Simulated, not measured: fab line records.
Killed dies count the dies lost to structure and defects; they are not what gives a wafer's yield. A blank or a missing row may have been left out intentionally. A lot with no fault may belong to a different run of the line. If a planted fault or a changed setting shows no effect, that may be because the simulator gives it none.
Which tool was responsible? | flow sfqLine | 15 lots with 45 wafers sampled at 4 steps, on a route of 325 steps

WHAT THE GAUGES SHOWED, per wafer
SFQ_R5_RS_MEAS_933: measurement is done with a four-point probe.
lot  | measured     | on           | R5_MONX_RS (ohm/sq)
L264 | day 50 13:38 | filmMetro-03 | 7.12 7.05 7.16
L268 | day 58 02:35 | filmMetro-03 | 7.02 7.06 6.93
L270 | day 64 00:05 | filmMetro-04 | 7.03 7.07 6.96
L271 | day 64 03:06 | filmMetro-03 | 6.90 6.91 6.99
L272 | day 64 07:23 | filmMetro-04 | 6.99 6.97 7.01
L273 | day 64 09:05 | filmMetro-03 | 7.07 7.04 6.96
L274 | day 64 13:22 | filmMetro-04 | 7.04 7.05 7.02
L275 | day 64 15:05 | filmMetro-04 | 6.87 6.95 6.85
L277 | day 64 21:07 | filmMetro-04 | 7.05 7.09 7.08
L278 | day 64 22:23 | filmMetro-03 | 7.01 7.03 7.00
L279 | day 65 00:06 | filmMetro-02 | 7.00 6.86 6.97
L280 | day 65 01:22 | filmMetro-04 | 7.05 7.09 7.04
L281 | day 65 21:05 | filmMetro-03 | 7.04 6.94 7.01
L283 | day 66 06:05 | filmMetro-03 | 6.92 6.99 7.00
L285 | day 77 06:59 | filmMetro-03 | 7.09 7.05 6.92

WHAT TOOL EACH LOT RAN ON (gives the tool, then ch and the chambers of the sampled wafers, and finally the start)
lot  | SFQ_TRILAYER_JJ_CE_METRO_MEASURE_117 | SFQ_TRILAYER_A5B_CMP_CMP_130  | SFQ_TRILAYER_A5B_METRO_MEASURE_131
L264 | cdSem-02, day 44 20:41               | cmp-01 ch 0,2, day 50 09:19   | filmMetro-01, day 50 12:31
L268 | cdSem-02, day 52 03:53               | cmp-01 ch 0,1,3, day 57 22:16 | filmMetro-02, day 58 01:28
L270 | cdSem-02, day 57 21:50               | cmp-01 ch 0,3, day 63 19:47   | filmMetro-04, day 63 22:47
L271 | cdSem-01, day 58 00:26               | cmp-01 ch 0,1,2, day 63 22:47 | filmMetro-04, day 64 01:59
L272 | cdSem-02, day 58 06:47               | cmp-02 ch 0,1,3, day 64 03:04 | filmMetro-01, day 64 06:16
L273 | cdSem-01, day 58 10:11               | cmp-01 ch 1,2, day 64 04:47   | filmMetro-01, day 64 07:47
L274 | cdSem-02, day 58 15:07               | cmp-02 ch 0,1,2, day 64 09:04 | filmMetro-01, day 64 12:04
L275 | cdSem-01, day 58 17:31               | cmp-01 ch 0,2,3, day 64 10:47 | filmMetro-02, day 64 13:47
L277 | cdSem-01, day 58 22:50               | cmp-01 ch 0,2, day 64 16:47   | filmMetro-04, day 64 20:11
L278 | cdSem-02, day 58 23:50               | cmp-02 ch 0,1,2, day 64 18:34 | filmMetro-02, day 64 21:16
L279 | cdSem-01, day 59 01:02               | cmp-01 ch 0,2, day 64 19:47   | filmMetro-04, day 64 22:59
L280 | cdSem-02, day 59 02:02               | cmp-02 ch 0,1,3, day 64 21:34 | filmMetro-01, day 65 00:04
L281 | cdSem-01, day 60 16:35               | cmp-01 ch 0,2,3, day 65 16:47 | filmMetro-02, day 65 19:47
L283 | cdSem-01, day 61 04:35               | cmp-01 ch 0,1,3, day 66 01:47 | filmMetro-01, day 66 04:47
L285 | cdSem-01, day 73 23:26               | cmp-01 ch 0,1,2, day 77 04:10 | filmMetro-02, day 77 06:04
- SFQ_TRILAYER_JJ_CE_METRO_MEASURE_117
- SFQ_TRILAYER_A5B_CMP_CMP_130: polishes, stops on Nb, target thk 340.7 nm.
- SFQ_TRILAYER_A5B_METRO_MEASURE_131

WHAT THE TOOLS THEMSELVES READ (means of the sampled wafers that have a number; where no wafer has one, the mark that the record gives instead)
SFQ_TRILAYER_JJ_CE_METRO_MEASURE_117.
lot  | tool     | cdNm (nm)
L264 | cdSem-02 | 699.8
L268 | cdSem-02 | 699.6
L270 | cdSem-02 | 698.9
L271 | cdSem-01 | 700.6
L272 | cdSem-02 | 698.5
L273 | cdSem-01 | 699.1
L274 | cdSem-02 | 699.1
L275 | cdSem-01 | 699.5
L277 | cdSem-01 | 699.3
L278 | cdSem-02 | 700.4
L279 | cdSem-01 | 700.4
L280 | cdSem-02 | 699.4
L281 | cdSem-01 | 701.6
L283 | cdSem-01 | 698.6
L285 | cdSem-01 | 701.7

SFQ_TRILAYER_A5B_CMP_CMP_130.
lot  | tool   | edgeZonePressureFrac | headPressurePsi (psi) | motorCurrentA (A) | slurryFlowMlMin
L264 | cmp-01 | 0.997                | 3.000                 | 10.2              | 149.4
L268 | cmp-01 | 0.994                | 2.997                 | 11.0              | 149.8
L270 | cmp-01 | 1.000                | 2.999                 | 10.1              | 150.4
L271 | cmp-01 | -                    | -                     | -                 | -
L272 | cmp-02 | -                    | -                     | -                 | -
L273 | cmp-01 | -                    | -                     | -                 | -
L274 | cmp-02 | 1.000                | 3.000                 | 9.9               | 150.2
L275 | cmp-01 | 0.997                | 3.001                 | 10.8              | 149.7
L277 | cmp-01 | 0.996                | 3.002                 | 10.6              | 150.1
L278 | cmp-02 | 1.001                | 3.001                 | 10.0              | 149.7
L279 | cmp-01 | 0.999                | 3.002                 | 10.6              | 149.6
L280 | cmp-02 | 1.002                | 3.001                 | 9.1               | 149.3
L281 | cmp-01 | 1.005                | 2.998                 | 10.6              | 150.0
L283 | cmp-01 | 1.000                | 2.994                 | 10.8              | 149.9
L285 | cmp-01 | 0.994                | 2.994                 | 10.7              | 149.3

SFQ_TRILAYER_A5B_METRO_MEASURE_131.
lot  | tool         | thkNm (nm)
L264 | filmMetro-01 | 346
L268 | filmMetro-02 | 343
L270 | filmMetro-04 | 343
L271 | filmMetro-04 | 601
L272 | filmMetro-01 | 602
L273 | filmMetro-01 | 600
L274 | filmMetro-01 | 343
L275 | filmMetro-02 | 339
L277 | filmMetro-04 | 343
L278 | filmMetro-02 | 336
L279 | filmMetro-04 | 340
L280 | filmMetro-01 | 332
L281 | filmMetro-02 | 341
L283 | filmMetro-01 | 340
L285 | filmMetro-02 | 337

THE ANSWER, worked out from the rows above alone
Rule: usual is defined by the lots themselves. Put in order of their means at a reading, lots are off if they are a third of the lots or fewer, leave a main group of 4 or more, and stand apart from it by a gap of 3 or more times the standard deviation of the main group's means; of several such gaps the widest counts. A main group whose means are all the same, to the digits that the tables above print for the reading, isn't used. Also off: a lot with no number at a reading for which 4 or more lots have one. Where the step has rows for the other lots, those lots are counted as sound. After the gauges, taken in route order, come the tools' own readings; for these a lot's mean is taken, as printed above. At the first step where some lot is off, the reading lying furthest off is the one used; lots without a number count as furthest.
Off: L271, L272, L273, at SFQ_TRILAYER_A5B_CMP_CMP_130 (edgeZonePressureFrac). Without a number there: L271, L272, L273. The main group has a mean of 0.999 with a standard deviation of 0.0031.
A tool fits if, at that step or a process step before it, it ran every lot that is off, and no sound lot after the first of them. Of those tried, none fits.

WHAT THE SIMULATOR PUT IN
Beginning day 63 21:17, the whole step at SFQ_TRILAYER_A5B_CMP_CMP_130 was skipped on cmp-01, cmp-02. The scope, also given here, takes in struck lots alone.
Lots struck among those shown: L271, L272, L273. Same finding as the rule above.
